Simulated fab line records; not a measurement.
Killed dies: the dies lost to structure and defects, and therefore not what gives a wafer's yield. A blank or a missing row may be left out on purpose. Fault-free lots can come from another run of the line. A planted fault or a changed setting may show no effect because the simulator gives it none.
Struck lot and sound lot, side by side | flow sky130 | 16 steps out of a route of 708
Sound: these wafers, L547.4, L547.5, L547.6. Wafers L553.1, L553.4, L553.5 were the ones struck. At the end, the cause is stated.
Order at every step that has rows: each side's tool, ch and its chambers, its first start. Under that, the readings that differ: sound wafers | struck wafers | difference of the means | sigmas: that difference in standard deviations of wafers without a fault.
alike: readings whose means differ by less than 2 such deviations, and words and numbers that are the same on both sides. not compared: withheld readings, readings that some wafer has no value for, bounds like >300 that may hide the same value, and numbers for which the record gives no deviation and whose values overlap.
A row with sigmas, a row that says differs or no value, or rows on one side alone: a step with any of these is where the two part. Numbers that have no deviation but don't overlap get no sigmas and don't part them. A reading missing from all wafers of one side parts the sides only when that side holds two or more wafers.

first, 1 step without rows for these wafers: SKY_LDD_N_IMPLANT_15.
SKY_LDD_N_STRIP_16: strips in O2/N2.
  sound on plasmaAsher-01 ch 0,1, day 18 17:28; struck on plasmaAsher-04 ch 0,1, day 21 01:14
  alike: drypumpMotorCurrentA, oesProductAu, stripTimeToEndpointS
  not compared: rfHoursCounterH
SKY_LDD_N_TW_MEAS_17:
  sound: filmMetro-03 at day 18 17:34; struck: filmMetro-02 at day 21 01:20
reading  | sound          | struck         | difference | sigmas
LDD_N_TW | 2596 2598 2593 | 2535 2543 2548 | -54        | -3
then, 7 steps without rows for these wafers: SKY_LDD_P_DEHYDRATE_00 (time 60 s); SKY_LDD_P_HMDS_01 (prime time 60 s); SKY_LDD_P_COAT_02 (resist thk 1140 nm); SKY_LDD_P_SOFTBAKE_03 (time 60 s); SKY_LDD_P_EXPOSE_04 (exposes mask PSDM, target cd 380 nm); SKY_LDD_P_PEB_05; SKY_LDD_P_DEVELOP_06 (develop time 60 s).
SKY_LDD_P_CD_MEAS_07: the cd target is 380 nm.
  sound: cdSem-01 at day 20 00:03; struck: cdSem-01 at day 22 07:36
  alike: cdNm
SKY_LDD_P_OVL_MEAS_08:
  sound: overlay-02 at day 20 00:08; struck: overlay-01 at day 22 07:43
  alike: LDD_P_OVL
SKY_LDD_P_IMPLANT_09:
  sound on implanter-03 ch 0, day 20 00:13; struck on implanter-04 ch 0, day 22 07:46
reading                  | sound                | struck               | difference | sigmas
beamEnergyKeV            | 25.006 24.997 25.007 | 21.116 21.105 21.113 | -3.892     | -99 or more
model.implant.rpNm (nm)  | 21.35 21.35 21.35    | 18.31 18.31 18.31    | -3.04      | 
model.implant.drpNm (nm) | 11.41 11.41 11.41    | 10.13 10.13 10.13    | -1.28      | 
SKY_LDD_P_STRIP_10: strips in O2/N2.
  sound on plasmaAsher-01 ch 0,1, day 20 00:20; struck on plasmaAsher-02 ch 1, day 22 08:04
  alike: drypumpMotorCurrentA, oesProductAu, stripTimeToEndpointS
  not compared: rfHoursCounterH
SKY_LDD_P_TW_MEAS_11:
  sound: filmMetro-01 at day 20 00:25; struck: filmMetro-01 at day 22 08:23
reading  | sound       | struck      | difference | sigmas
LDD_P_TW | 635 633 634 | 603 602 604 | -31        | -10
  not compared: hold
-- the record jumps here: 25 days lie between the struck wafers' starts before and after (it left off in module LDD_P and takes up again in module PAD_OPEN, whose first step shown is number 708 of the route) --
SKY_PAD_OPEN_PROBE_99:
  sound: prober-02 at day 46 08:47; struck: prober-02 at day 47 19:19
reading                  | sound          | struck         | difference | sigmas
killedAtFrontEnd         | 18 7 10        | 22 19 21       | +9         | +2
model.etest.tipP.rsOhmSq | 6843 6839 6870 | 6971 7011 6987 | +139       | 
  alike: killed_at_M0_to_M3, killed_at_M4_up, killedAtContacts, killedAtOther, killedDies, killedOpen, killedShort

WHERE THEY PART
First at SKY_LDD_N_TW_MEAS_17; last, within this record, at SKY_PAD_OPEN_PROBE_99.

WHY: the cause the simulator had injected
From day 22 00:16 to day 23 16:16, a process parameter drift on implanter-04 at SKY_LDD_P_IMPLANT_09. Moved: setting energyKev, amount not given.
